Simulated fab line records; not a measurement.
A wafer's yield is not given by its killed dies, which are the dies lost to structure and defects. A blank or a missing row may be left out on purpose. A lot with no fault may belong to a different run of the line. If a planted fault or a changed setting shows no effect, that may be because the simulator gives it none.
Tool commonality check ; flow gf180mcu ; Lots sampled 13, wafers sampled 39

## WHAT PROMPTED THE OPENING
GF_VT_IMPLANT_RS_MEAS_47, reading NWELL_RS: flagged on 2 of 13 lots. Wafers without a fault read 487.8 ohm/sq, standard deviation 1.3.
Rule: a lot is flagged when every wafer of it that has a number lies more than 4 standard deviations from that mean, or none has a number. The rest of the lots are taken to be sound.

lot;measured;on;NWELL_RS (ohm/sq), wafer by wafer;flag
L302;day 8 01:08;film_metro-01;488.0 488.9 489.2;
L303;day 8 03:06;film_metro-01;487.9 487.6 487.6;
L305;day 8 18:23;film_metro-03;490.2 487.9 489.6;
L306;day 8 23:26;film_metro-03;488.1 487.2 488.3;
L308;day 9 12:38;film_metro-03;487.5 487.2 486.1;
L309;day 9 19:20;film_metro-01;488.8 490.3 488.8;
L312;day 10 07:19;film_metro-01;480.0 478.0 478.6;FLAGGED
L316;day 11 08:58;film_metro-03;477.7 479.4 479.5;FLAGGED
L320;day 12 11:38;film_metro-01;486.8 487.1 488.1;
L321;day 12 17:56;film_metro-03;489.7 490.6 490.2;
L323;day 13 08:23;film_metro-03;488.0 486.9 488.0;
L324;day 13 16:08;film_metro-01;485.6 486.3 485.6;
L325;day 13 22:09;film_metro-02;488.4 487.4 487.7;
The numbers of the flagged lots are 478.9 ohm/sq on average: -8.9 ohm/sq against the usual, or -7 standard deviations.

## WHICH TOOL RAN EACH LOT
2 process steps preceding the reading are held in the record, out of 602 steps in the route. Each cell gives the tool, then ch followed by the chambers the sampled wafers passed through, then the start.
lot;flag;GF_NWELL_IMPLANT_09;GF_VT_IMPLANT_STRIP_31
L302;;implanter-01 ch 0, day 3 17:23;plasma_asher-02 ch 0,1, day 7 08:35
L303;;implanter-01 ch 0, day 3 18:20;plasma_asher-01 ch 0, day 7 10:21
L305;;implanter-01 ch 0, day 4 07:04;plasma_asher-01 ch 0,1, day 8 02:10
L306;;implanter-01 ch 0, day 4 10:25;plasma_asher-04 ch 1, day 8 05:58
L308;;implanter-03 ch 0, day 4 22:02;plasma_asher-01 ch 0,1, day 8 19:41
L309;;implanter-01 ch 0, day 5 03:16;plasma_asher-04 ch 0,1, day 9 02:38
L312;FLAGGED;implanter-01 ch 0, day 5 13:39;plasma_asher-02 ch 0,1, day 9 14:09
L316;FLAGGED;implanter-01 ch 0, day 6 11:47;plasma_asher-02 ch 0,1, day 10 14:28
L320;;implanter-03 ch 0, day 7 08:51;plasma_asher-04 ch 0,1, day 11 15:48
L321;;implanter-02 ch 0, day 7 14:12;plasma_asher-01 ch 0,1, day 11 22:19
L323;;implanter-02 ch 0, day 8 03:11;plasma_asher-01 ch 0,1, day 12 13:21
L324;;implanter-02 ch 0, day 8 08:17;plasma_asher-02 ch 0,1, day 12 20:18
L325;;implanter-01 ch 0, day 8 13:02;plasma_asher-04 ch 0,1, day 13 02:02
What these steps do:
- GF_NWELL_IMPLANT_09
- GF_VT_IMPLANT_STRIP_31: strips in O2/N2.
- GF_VT_IMPLANT_RS_MEAS_47: measures by four-point-probe.

## FLAGGED OVER TOTAL, TOOL BY TOOL (the gauges that took the reading come last)
step;tool;lots run;flagged;share of the flagged lots;sound lots run after its first flagged lot
GF_NWELL_IMPLANT_09;implanter-01;8;2;all;1 (L325)
GF_NWELL_IMPLANT_09;implanter-02;3;0;none;-
GF_NWELL_IMPLANT_09;implanter-03;2;0;none;-
GF_VT_IMPLANT_STRIP_31;plasma_asher-01;5;0;none;-
GF_VT_IMPLANT_STRIP_31;plasma_asher-02;4;2;all;1 (L324)
GF_VT_IMPLANT_STRIP_31;plasma_asher-04;4;0;none;-
GF_VT_IMPLANT_RS_MEAS_47;film_metro-01;6;1;some;2 (L320,L324)
GF_VT_IMPLANT_RS_MEAS_47;film_metro-02;1;0;none;-
GF_VT_IMPLANT_RS_MEAS_47;film_metro-03;6;1;some;2 (L321,L323)

## WHAT THE TABLE ALLOWS
Every flagged lot went through 2 rows of the table: implanter-01 at GF_NWELL_IMPLANT_09 and plasma_asher-02 at GF_VT_IMPLANT_STRIP_31.
- implanter-01 at GF_NWELL_IMPLANT_09 ran 8 lots, 2 of them flagged. Sound lots followed the first flagged one (L325) on it, something a lasting fault affecting the whole tool could not allow. Its own readings lie more than 4 standard deviations out on every wafer of the flagged lots: tilt_deg.
- plasma_asher-02 at GF_VT_IMPLANT_STRIP_31 ran 4 lots, 2 of them flagged. Sound lots followed the first flagged one (L324) on it, something a lasting fault affecting the whole tool could not allow.
None of the table's rows ran every flagged lot and, after the first, no sound lot.

## WHAT WAS PUT IN BY THE SIMULATOR
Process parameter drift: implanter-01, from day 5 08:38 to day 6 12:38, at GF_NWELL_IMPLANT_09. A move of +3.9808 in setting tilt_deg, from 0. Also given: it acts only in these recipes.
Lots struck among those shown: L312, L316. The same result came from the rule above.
